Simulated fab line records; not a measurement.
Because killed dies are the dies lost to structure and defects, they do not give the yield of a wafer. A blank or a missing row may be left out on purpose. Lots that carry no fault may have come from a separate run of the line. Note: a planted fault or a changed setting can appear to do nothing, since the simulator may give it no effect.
fab line records	flow gf180mcu	part 1 of 2: steps 1 to 31 of 41
record lots=5	wafers=15	last_day=34
route steps=602 shown HV_LDD@190
lots with no fault: from the same line, run without faults
start_h: the number of hours between the record's first day and the start of the first shown wafer of the lot	wait_h: time in hours since the lot's previous step	" as in the row above	L1.1+2: a row that stands for several wafers	- no value present, or no start provided	* or withheld: withheld	< > ~ a bound
route shown NAME@n: NAME is a module with steps in the file, n the number in the route of the first one	usual: mean and standard deviation over wafers with no fault	same: alike in all rows	chamber/n: place in a boat	sites: the reading at each site	_std_site: their standard deviation	_edge_site: outer sites' mean less inner sites'	radius_mm: for every site, how far away it sits from the centre of the wafer	mask NAME#n: copy n	behind: the tool/chamber that last shaped the wafer	hold: the reason the lot was held/the length of the hold in hours/how it ended	device: the n, p or np transistor that did not switch	end of line: at the end of the route, the tests of the same wafers	a step without rows: its recipe alone	killed: count of dies lost to structure and defects at first sort (not the wafer's yield)	map: per-die view of a wafer (x killed, . not killed, _ where there is no die)
set.NAME: the setting as run; set.NAME@STEP: as run at that earlier step	model.NAME: the simulator's own value behind a step, which no gauge read
certain route steps with their lots: each step a table, each wafer a row
services: when a tool's chamber went out of use (start_h, in hours from the record's first day, below 0 if earlier), for how many hours, and the reason
## steps
# step GF_HV_LDD_COAT_14
# recipe resist=NOVOLAK	spin_rpm=3000	resist_thk_nm=1000
# usual dispense_pressure_kPa=45.0/1.5
lot.wafer	tool	chamber	start_h	wait_h	dispense_pressure_kPa
L077.3	litho_track-04	0	254.26	0.1	43.8
L077.4	"	0	"	"	43.8
L077.5	"	0	"	"	43.8
L082.1	litho_track-04	0	284.46	0.1	43.8
L082.3	"	0	"	"	43.8
L082.5	"	0	"	"	43.8
L085.1	litho_track-04	0	309.51	0.1	43.8
L085.2	"	0	"	"	43.8
L085.4	"	0	"	"	43.8
L088.1	litho_track-04	0	332.76	0.1	43.8
L088.3	"	0	"	"	43.8
L088.6	"	0	"	"	43.8
L097.1	litho_track-02	0	402.10	0.1	47.4
L097.5	"	0	"	"	47.4
L097.6	"	0	"	"	47.4
# step GF_HV_LDD_SOFTBAKE_15
# recipe temp_c=90	time_s=60	resist=NOVOLAK
lot.wafer	tool	chamber	start_h	wait_h
L077.3+4+5	litho_track-04	0	254.41	0.1
L082.1+3+5	litho_track-04	0	284.61	0.1
L085.1+2+4	litho_track-04	0	309.66	0.1
L088.1+3+6	litho_track-04	0	332.91	0.1
L097.1+5+6	litho_track-02	0	402.25	0.1
# step GF_HV_LDD_EXPOSE_16
# recipe mask_id=Pplus_LV_AREA	target_cd_nm=400	na=0.6	source_shape=conventional	sigma_outer=0.6	dose_mj=140
# usual exposure_dose_mJ_cm2=139.99/0.13
lot.wafer	tool	chamber	start_h	wait_h	mask	exposure_dose_mJ_cm2
L077.3	iline_stepper-02	0	-	-	Pplus_LV_AREA#0	139.85
L077.4	"	0	"	"	Pplus_LV_AREA#0	139.91
L077.5	"	0	"	"	Pplus_LV_AREA#0	139.89
L082.1	iline_stepper-01	0	-	-	Pplus_LV_AREA#0	140.20
L082.3	"	0	"	"	Pplus_LV_AREA#0	140.19
L082.5	"	0	"	"	Pplus_LV_AREA#0	140.15
L085.1	iline_stepper-01	0	-	-	Pplus_LV_AREA#0	139.79
L085.2	"	0	"	"	Pplus_LV_AREA#0	139.69
L085.4	"	0	"	"	Pplus_LV_AREA#0	139.78
L088.1	iline_stepper-02	0	-	-	Pplus_LV_AREA#0	139.96
L088.3	"	0	"	"	Pplus_LV_AREA#0	140.17
L088.6	"	0	"	"	Pplus_LV_AREA#0	140.11
L097.1	iline_stepper-01	0	-	-	Pplus_LV_AREA#0	139.97
L097.5	"	0	"	"	Pplus_LV_AREA#0	140.11
L097.6	"	0	"	"	Pplus_LV_AREA#0	140.00
# step GF_HV_LDD_PEB_17
# recipe temp_c=withheld	time_s=*	resist=NOVOLAK
lot.wafer	tool	chamber	start_h	wait_h
L077.3+4+5	litho_track-01	0	-	-
L082.1+3+5	litho_track-04	0	-	-
L085.1+2+4	litho_track-04	0	-	-
L088.1+3+6	litho_track-04	0	-	-
L097.1+5+6	litho_track-02	0	-	-
# step GF_HV_LDD_DEVELOP_18
# recipe develop_time_s=60	dev_temp_c=23
# usual developer_temp_C=22.99/0.11
lot.wafer	tool	chamber	start_h	wait_h	developer_temp_C
L077.3	litho_track-01	0	264.03	0.1	22.92
L077.4	"	0	"	"	22.76
L077.5	"	0	"	"	22.99
L082.1	litho_track-04	0	294.41	0.1	22.83
L082.3	"	0	"	"	22.91
L082.5	"	0	"	"	22.84
L085.1	litho_track-04	0	319.36	0.1	22.94
L085.2	"	0	"	"	22.88
L085.4	"	0	"	"	22.81
L088.1	litho_track-04	0	343.06	0.1	22.83
L088.3	"	0	"	"	23.06
L088.6	"	0	"	"	22.97
L097.1	litho_track-02	0	413.80	0.1	23.01
L097.5	"	0	"	"	23.20
L097.6	"	0	"	"	22.99
# step GF_HV_LDD_CD_MEAS_19
# recipe target_cd_nm=400
# usual cd_nm=400.4/2.4
lot.wafer	tool	chamber	start_h	wait_h	cd_nm
L077.3	cd_sem-01	-	264.17	0.1	404.7
L077.4	"	-	"	"	404.0
L077.5	"	-	"	"	405.7
L082.1	cd_sem-01	-	294.56	0.1	402.3
L082.3	"	-	"	"	401.7
L082.5	"	-	"	"	402.3
L085.1	cd_sem-01	-	319.51	0.1	401.9
L085.2	"	-	"	"	402.1
L085.4	"	-	"	"	401.6
L088.1	cd_sem-02	-	343.21	0.1	402.6
L088.3	"	-	"	"	401.8
L088.6	"	-	"	"	403.5
L097.1	cd_sem-02	-	413.95	0.1	403.1
L097.5	"	-	"	"	400.0
L097.6	"	-	"	"	400.1
# step GF_HV_LDD_OVL_MEAS_20
# usual HV_LDD_01_OVL=0.8/1.3
lot.wafer	tool	chamber	start_h	wait_h	HV_LDD_01_OVL[nm]
L077.3	overlay-02	-	264.26	0.1	0.1
L077.4	"	-	"	"	0.6
L077.5	"	-	"	"	-0.1
L082.1	overlay-02	-	294.68	0.1	-3.0
L082.3	"	-	"	"	-1.4
L082.5	"	-	"	"	-3.2
L085.1	overlay-02	-	319.63	0.1	0.7
L085.2	"	-	"	"	1.0
L085.4	"	-	"	"	1.5
L088.1	overlay-02	-	343.33	0.1	1.5
L088.3	"	-	"	"	0.9
L088.6	"	-	"	"	2.0
L097.1	overlay-02	-	414.07	0.1	0.1
L097.5	"	-	"	"	0.6
L097.6	"	-	"	"	-1.9
# step GF_HV_LDD_IMPLANT_21
# recipe species=BF2	energy_kev=25	dose_cm2=5e+13	tilt_deg=7
# same implant_ion_amu=49
lot.wafer	tool	chamber	start_h	wait_h
L077.3+4+5	implanter-04	0	264.33	0.1
L082.1+3+5	implanter-01	0	294.72	0.0
L085.1+2+4	implanter-02	0	319.67	0.0
L088.1+3+6	implanter-02	0	343.37	0.0
L097.1+5+6	implanter-02	0	414.11	0.0
# step GF_HV_LDD_STRIP_22
# recipe chemistry=O2/N2	power_w=1400	pressure_mtorr=1500	platen_temp_c=250	o2_flow_sccm=3000	n2_flow_sccm=300	overash_fraction=0.5
# usual drypump_motor_current_A=5.4/0.41	heater_power_w=321/15	oes_product_au=0.716/0.0046	strip_time_to_endpoint_s=12.66/0.039
lot.wafer	tool	chamber	start_h	wait_h	drypump_motor_current_A	heater_power_w	oes_product_au	rf_hours_counter_h	strip_time_to_endpoint_s
L077.3	plasma_asher-04	1	264.47	0.1	4.8	318	0.715	-	12.58
L077.4	"	0	"	"	5.5	317	0.715	-	12.59
L077.5	"	1	"	"	4.8	309	0.712	-	12.57
L082.1	plasma_asher-02	0	294.87	0.1	5.4	318	0.711	20	12.64
L082.3	"	1	"	"	6.0	315	0.704	-	12.68
L082.5	"	1	"	"	6.1	322	0.726	-	12.66
L085.1	plasma_asher-04	0	319.82	0.1	5.6	325	0.716	65	12.64
L085.2	"	1	"	"	4.8	310	0.710	65	12.64
L085.4	"	1	"	"	4.8	301	0.724	-	12.63
L088.1	plasma_asher-02	0	343.52	0.1	5.4	325	0.713	25	12.66
L088.3	"	1	"	"	6.0	315	0.716	-	12.63
L088.6	"	0	"	"	5.4	321	0.716	-	12.63
L097.1	plasma_asher-02	1	414.26	0.1	6.0	310	0.710	33	12.74
L097.5	"	0	"	"	5.4	318	0.722	-	12.75
L097.6	"	1	"	"	6.0	306	0.712	-	12.73
# step GF_HV_LDD_TW_MEAS_23
# usual HV_LDD_2_TW=1062/8.2
lot.wafer	tool	chamber	start_h	wait_h	HV_LDD_2_TW
L077.3	film_metro-03	-	264.55	0.1	1064
L077.4	"	-	"	"	1071
L077.5	"	-	"	"	1070
L082.1	film_metro-02	-	294.97	0.1	1047
L082.3	"	-	"	"	1052
L082.5	"	-	"	"	1045
L085.1	film_metro-03	-	319.92	0.1	1057
L085.2	"	-	"	"	1061
L085.4	"	-	"	"	1059
L088.1	film_metro-03	-	343.62	0.1	1058
L088.3	"	-	"	"	1055
L088.6	"	-	"	"	1057
L097.1	film_metro-02	-	414.36	0.1	1051
L097.5	"	-	"	"	1047
L097.6	"	-	"	"	1058
# step GF_HV_LDD_DEHYDRATE_24
# recipe temp_c=200	time_s=60
lot.wafer	tool	chamber	start_h	wait_h
L077.3+4+5	litho_track-02	0	273.60	9.0
L082.1+3+5	litho_track-04	0	304.81	9.8
L085.1+2+4	litho_track-01	0	330.48	10.5
L088.1+3+6	litho_track-04	0	354.31	10.7
L097.1+5+6	litho_track-04	0	425.71	11.3
# step GF_HV_LDD_HMDS_25
# recipe prime_time_s=60	prime_temp_c=120
lot.wafer	tool	chamber	start_h	wait_h
L077.3+4+5	litho_track-02	0	273.75	0.1
L082.1+3+5	litho_track-04	0	304.96	0.1
L085.1+2+4	litho_track-01	0	330.63	0.1
L088.1+3+6	litho_track-04	0	354.46	0.1
L097.1+5+6	litho_track-04	0	425.86	0.1
# step GF_HV_LDD_COAT_26
# recipe resist=NOVOLAK	spin_rpm=3000	resist_thk_nm=1000
# usual dispense_pressure_kPa=45.7/1.6
lot.wafer	tool	chamber	start_h	wait_h	dispense_pressure_kPa
L077.3	litho_track-02	0	273.90	0.1	47.3
L077.4	"	0	"	"	47.3
L077.5	"	0	"	"	47.3
L082.1	litho_track-04	0	305.11	0.1	43.8
L082.3	"	0	"	"	43.8
L082.5	"	0	"	"	43.8
L085.1	litho_track-01	0	330.78	0.1	44.5
L085.2	"	0	"	"	44.5
L085.4	"	0	"	"	44.5
L088.1	litho_track-04	0	354.61	0.1	43.7
L088.3	"	0	"	"	43.7
L088.6	"	0	"	"	43.8
L097.1	litho_track-04	0	426.01	0.1	43.8
L097.5	"	0	"	"	43.8
L097.6	"	0	"	"	43.8
# step GF_HV_LDD_SOFTBAKE_27
# recipe temp_c=90	time_s=60	resist=NOVOLAK
lot.wafer	tool	chamber	start_h	wait_h
L077.3+4+5	litho_track-02	0	274.05	0.1
L082.1+3+5	litho_track-04	0	305.26	0.1
L085.1+2+4	litho_track-01	0	330.93	0.1
L088.1+3+6	litho_track-04	0	354.76	0.1
L097.1+5+6	litho_track-04	0	426.16	0.1
# step GF_HV_LDD_EXPOSE_28
# recipe mask_id=Nplus_HV_AREA	target_cd_nm=400	na=0.6	source_shape=conventional	sigma_outer=0.6	dose_mj=140
# usual exposure_dose_mJ_cm2=140.03/0.13
lot.wafer	tool	chamber	start_h	wait_h	mask	exposure_dose_mJ_cm2
L077.3	iline_stepper-02	0	-	-	Nplus_HV_AREA#0	140.04
L077.4	"	0	"	"	Nplus_HV_AREA#0	140.01
L077.5	"	0	"	"	Nplus_HV_AREA#0	140.07
L082.1	iline_stepper-01	0	-	-	Nplus_HV_AREA#0	139.79
L082.3	"	0	"	"	Nplus_HV_AREA#0	139.98
L082.5	"	0	"	"	Nplus_HV_AREA#0	139.92
L085.1	iline_stepper-01	0	-	-	Nplus_HV_AREA#0	139.87
L085.2	"	0	"	"	Nplus_HV_AREA#0	140.13
L085.4	"	0	"	"	Nplus_HV_AREA#0	140.11
L088.1	iline_stepper-02	0	-	-	Nplus_HV_AREA#0	140.01
L088.3	"	0	"	"	Nplus_HV_AREA#0	139.88
L088.6	"	0	"	"	Nplus_HV_AREA#0	140.17
L097.1	iline_stepper-01	0	-	-	Nplus_HV_AREA#0	139.94
L097.5	"	0	"	"	Nplus_HV_AREA#0	139.93
L097.6	"	0	"	"	Nplus_HV_AREA#0	140.22
# step GF_HV_LDD_PEB_29
# recipe temp_c=withheld	time_s=*	resist=NOVOLAK
lot.wafer	tool	chamber	start_h	wait_h
L077.3+4+5	litho_track-02	0	-	-
L082.1+3+5	litho_track-04	0	-	-
L085.1+2+4	litho_track-04	0	-	-
L088.1+3+6	litho_track-04	0	-	-
L097.1+5+6	litho_track-01	0	-	-
# step GF_HV_LDD_DEVELOP_30
# recipe develop_time_s=60	dev_temp_c=23
# usual developer_temp_C=23.04/0.1
lot.wafer	tool	chamber	start_h	wait_h	developer_temp_C
L077.3	litho_track-02	0	284.10	0.1	23.11
L077.4	"	0	"	"	23.04
L077.5	"	0	"	"	23.13
L082.1	litho_track-04	0	315.01	0.1	22.90
L082.3	"	0	"	"	22.96
L082.5	"	0	"	"	22.96
L085.1	litho_track-04	0	341.21	0.1	23.09
L085.2	"	0	"	"	22.95
L085.4	"	0	"	"	22.95
L088.1	litho_track-04	0	365.51	0.1	23.10
L088.3	"	0	"	"	23.12
L088.6	"	0	"	"	23.05
L097.1	litho_track-01	0	438.43	0.1	22.95
L097.5	"	0	"	"	23.03
L097.6	"	0	"	"	22.90
# step GF_HV_LDD_CD_MEAS_31
# recipe target_cd_nm=400
# usual cd_nm=400.0/2.1
lot.wafer	tool	chamber	start_h	wait_h	cd_nm
L077.3	cd_sem-02	-	284.24	0.1	397.3
L077.4	"	-	"	"	400.4
L077.5	"	-	"	"	399.0
L082.1	cd_sem-02	-	315.16	0.1	402.2
L082.3	"	-	"	"	399.9
L082.5	"	-	"	"	401.5
L085.1	cd_sem-01	-	341.36	0.1	400.1
L085.2	"	-	"	"	400.3
L085.4	"	-	"	"	400.5
L088.1	cd_sem-01	-	365.66	0.1	399.3
L088.3	"	-	"	"	400.2
L088.6	"	-	"	"	400.3
L097.1	cd_sem-02	-	438.58	0.1	398.3
L097.5	"	-	"	"	400.2
L097.6	"	-	"	"	399.2
# step GF_HV_LDD_OVL_MEAS_32
# usual HV_LDD_02_OVL=1.6/1.2
lot.wafer	tool	chamber	start_h	wait_h	HV_LDD_02_OVL[nm]
L077.3	overlay-01	-	284.33	0.1	2.6
L077.4	"	-	"	"	3.2
L077.5	"	-	"	"	1.6
L082.1	overlay-02	-	315.28	0.1	-0.4
L082.3	"	-	"	"	1.9
L082.5	"	-	"	"	1.7
L085.1	overlay-02	-	341.48	0.1	0.9
L085.2	"	-	"	"	0.1
L085.4	"	-	"	"	3.1
L088.1	overlay-02	-	365.78	0.1	-0.1
L088.3	"	-	"	"	0.2
L088.6	"	-	"	"	1.4
L097.1	overlay-01	-	438.70	0.1	1.4
L097.5	"	-	"	"	1.9
L097.6	"	-	"	"	3.1
# step GF_HV_LDD_IMPLANT_33
# recipe species=P	energy_kev=60	dose_cm2=7.5e+12	tilt_deg=30	rotation_deg=0
# same implant_ion_amu=31
lot.wafer	tool	chamber	start_h	wait_h
L077.3+4+5	implanter-04	0	284.41	0.1
L082.1+3+5	implanter-02	0	315.32	0.0
L085.1+2+4	implanter-02	0	341.52	0.0
L088.1+3+6	implanter-02	0	365.82	0.0
L097.1+5+6	implanter-02	0	438.73	0.0
# step GF_HV_LDD_IMPLANT_34
# recipe species=P	energy_kev=60	dose_cm2=7.5e+12	tilt_deg=30	rotation_deg=90
# same implant_ion_amu=31
lot.wafer	tool	chamber	start_h	wait_h
L077.3+4+5	implanter-04	0	284.56	0.1
L082.1+3+5	implanter-02	0	315.47	0.1
L085.1+2+4	implanter-02	0	341.67	0.1
L088.1+3+6	implanter-02	0	365.97	0.1
L097.1+5+6	implanter-02	0	438.88	0.1
# step GF_HV_LDD_IMPLANT_35
# recipe species=P	energy_kev=60	dose_cm2=7.5e+12	tilt_deg=30	rotation_deg=180
# same implant_ion_amu=31
lot.wafer	tool	chamber	start_h	wait_h
L077.3+4+5	implanter-04	0	284.71	0.1
L082.1+3+5	implanter-02	0	315.62	0.1
L085.1+2+4	implanter-02	0	341.82	0.1
L088.1+3+6	implanter-02	0	366.12	0.1
L097.1+5+6	implanter-02	0	439.03	0.1
# step GF_HV_LDD_IMPLANT_36
# recipe species=P	energy_kev=60	dose_cm2=7.5e+12	tilt_deg=30	rotation_deg=270
# same implant_ion_amu=31
lot.wafer	tool	chamber	start_h	wait_h
L077.3+4+5	implanter-04	0	284.86	0.1
L082.1+3+5	implanter-02	0	315.77	0.1
L085.1+2+4	implanter-02	0	341.97	0.1
L088.1+3+6	implanter-02	0	366.27	0.1
L097.1+5+6	implanter-02	0	439.18	0.1
# step GF_HV_LDD_STRIP_37
# recipe chemistry=O2/N2	power_w=1400	pressure_mtorr=1500	platen_temp_c=250	o2_flow_sccm=3000	n2_flow_sccm=300	overash_fraction=0.5
# usual drypump_motor_current_A=5.4/0.39	heater_power_w=328/20	oes_product_au=0.716/0.0044	strip_time_to_endpoint_s=12.67/0.036
lot.wafer	tool	chamber	start_h	wait_h	drypump_motor_current_A	heater_power_w	oes_product_au	rf_hours_counter_h	strip_time_to_endpoint_s
L077.3	plasma_asher-01	1	284.99	0.1	5.1	355	0.712	-	12.64
L077.4	"	0	"	"	5.2	350	0.715	-	12.68
L077.5	"	1	"	"	5.1	364	0.722	-	12.67
L082.1	plasma_asher-01	1	315.92	0.1	5.1	360	0.713	67	12.61
L082.3	"	0	"	"	5.2	353	0.708	-	12.64
L082.5	"	1	"	"	5.1	372	0.716	-	12.64
L085.1	plasma_asher-01	0	342.12	0.1	5.2	350	0.710	70	12.68
L085.2	"	1	"	"	5.1	366	0.719	70	12.68
L085.4	"	1	"	"	5.1	355	0.717	-	12.66
L088.1	plasma_asher-02	1	366.42	0.1	6.0	310	0.716	28	12.63
L088.3	"	1	"	"	6.1	319	0.713	-	12.62
L088.6	"	1	"	"	6.0	316	0.717	-	12.60
L097.1	plasma_asher-02	1	439.33	0.1	6.0	318	0.719	36	12.72
L097.5	"	0	"	"	5.4	325	0.715	-	12.74
L097.6	"	1	"	"	6.0	313	0.724	-	12.73
# step GF_HV_LDD_TW_MEAS_38
# usual HV_LDD_3_TW=1439/11
lot.wafer	tool	chamber	start_h	wait_h	HV_LDD_3_TW
L077.3	film_metro-04	-	285.08	0.1	1453
L077.4	"	-	"	"	1451
L077.5	"	-	"	"	1453
L082.1	film_metro-04	-	316.02	0.1	1465
L082.3	"	-	"	"	1449
L082.5	"	-	"	"	1460
L085.1	film_metro-04	-	342.22	0.1	1448
L085.2	"	-	"	"	1448
L085.4	"	-	"	"	1447
L088.1	film_metro-02	-	366.52	0.1	1438
L088.3	"	-	"	"	1428
L088.6	"	-	"	"	1432
L097.1	film_metro-02	-	439.43	0.1	1433
L097.5	"	-	"	"	1430
L097.6	"	-	"	"	1438
# step GF_HV_LDD_DEHYDRATE_39
# recipe temp_c=200	time_s=60
lot.wafer	tool	chamber	start_h	wait_h
L077.3+4+5	litho_track-04	0	294.61	9.5
L082.1+3+5	litho_track-02	0	325.55	9.5
L085.1+2+4	litho_track-04	0	352.36	10.1
L088.1+3+6	litho_track-04	0	377.51	11.0
L097.1+5+6	litho_track-02	0	451.05	11.6
# step GF_HV_LDD_HMDS_40
# recipe prime_time_s=60	prime_temp_c=120
lot.wafer	tool	chamber	start_h	wait_h
L077.3+4+5	litho_track-04	0	294.76	0.1
L082.1+3+5	litho_track-02	0	325.70	0.1
L085.1+2+4	litho_track-04	0	352.51	0.1
L088.1+3+6	litho_track-04	0	377.66	0.1
L097.1+5+6	litho_track-02	0	451.20	0.1
# step GF_HV_LDD_COAT_41
# recipe resist=NOVOLAK	spin_rpm=3000	resist_thk_nm=1000
# usual dispense_pressure_kPa=44.9/1.5
lot.wafer	tool	chamber	start_h	wait_h	dispense_pressure_kPa
L077.3	litho_track-04	0	294.91	0.1	43.8
L077.4	"	0	"	"	43.8
L077.5	"	0	"	"	43.8
L082.1	litho_track-02	0	325.85	0.1	47.4
L082.3	"	0	"	"	47.4
L082.5	"	0	"	"	47.4
L085.1	litho_track-04	0	352.66	0.1	43.7
L085.2	"	0	"	"	43.7
L085.4	"	0	"	"	43.7
L088.1	litho_track-04	0	377.81	0.1	43.7
L088.3	"	0	"	"	43.8
L088.6	"	0	"	"	43.8
L097.1	litho_track-02	0	451.35	0.1	47.4
L097.5	"	0	"	"	47.4
L097.6	"	0	"	"	47.4
# step GF_HV_LDD_SOFTBAKE_42
# recipe temp_c=90	time_s=60	resist=NOVOLAK
lot.wafer	tool	chamber	start_h	wait_h
L077.3+4+5	litho_track-04	0	295.06	0.1
L082.1+3+5	litho_track-02	0	326.00	0.1
L085.1+2+4	litho_track-04	0	352.81	0.1
L088.1+3+6	litho_track-04	0	377.96	0.1
L097.1+5+6	litho_track-02	0	451.50	0.1
# step GF_HV_LDD_EXPOSE_43
# recipe mask_id=Pplus_HV_AREA	target_cd_nm=400	na=0.6	source_shape=conventional	sigma_outer=0.6	dose_mj=140
# usual exposure_dose_mJ_cm2=140.04/0.13
lot.wafer	tool	chamber	start_h	wait_h	mask	exposure_dose_mJ_cm2
L077.3	iline_stepper-01	0	-	-	Pplus_HV_AREA#0	139.98
L077.4	"	0	"	"	Pplus_HV_AREA#0	140.06
L077.5	"	0	"	"	Pplus_HV_AREA#0	140.02
L082.1	iline_stepper-02	0	-	-	Pplus_HV_AREA#0	139.92
L082.3	"	0	"	"	Pplus_HV_AREA#0	139.92
L082.5	"	0	"	"	Pplus_HV_AREA#0	139.89
L085.1	iline_stepper-01	0	-	-	Pplus_HV_AREA#0	139.78
L085.2	"	0	"	"	Pplus_HV_AREA#0	139.97
L085.4	"	0	"	"	Pplus_HV_AREA#0	139.96
L088.1	iline_stepper-02	0	-	-	Pplus_HV_AREA#0	140.02
L088.3	"	0	"	"	Pplus_HV_AREA#0	140.04
L088.6	"	0	"	"	Pplus_HV_AREA#0	139.84
L097.1	iline_stepper-01	0	-	-	Pplus_HV_AREA#0	140.00
L097.5	"	0	"	"	Pplus_HV_AREA#0	139.99
L097.6	"	0	"	"	Pplus_HV_AREA#0	140.01
# step GF_HV_LDD_PEB_44
# recipe temp_c=withheld	time_s=*	resist=NOVOLAK
lot.wafer	tool	chamber	start_h	wait_h
L077.3+4+5	litho_track-02	0	-	-
L082.1+3+5	litho_track-04	0	-	-
L085.1+2+4	litho_track-02	0	-	-
L088.1+3+6	litho_track-02	0	-	-
L097.1+5+6	litho_track-02	0	-	-
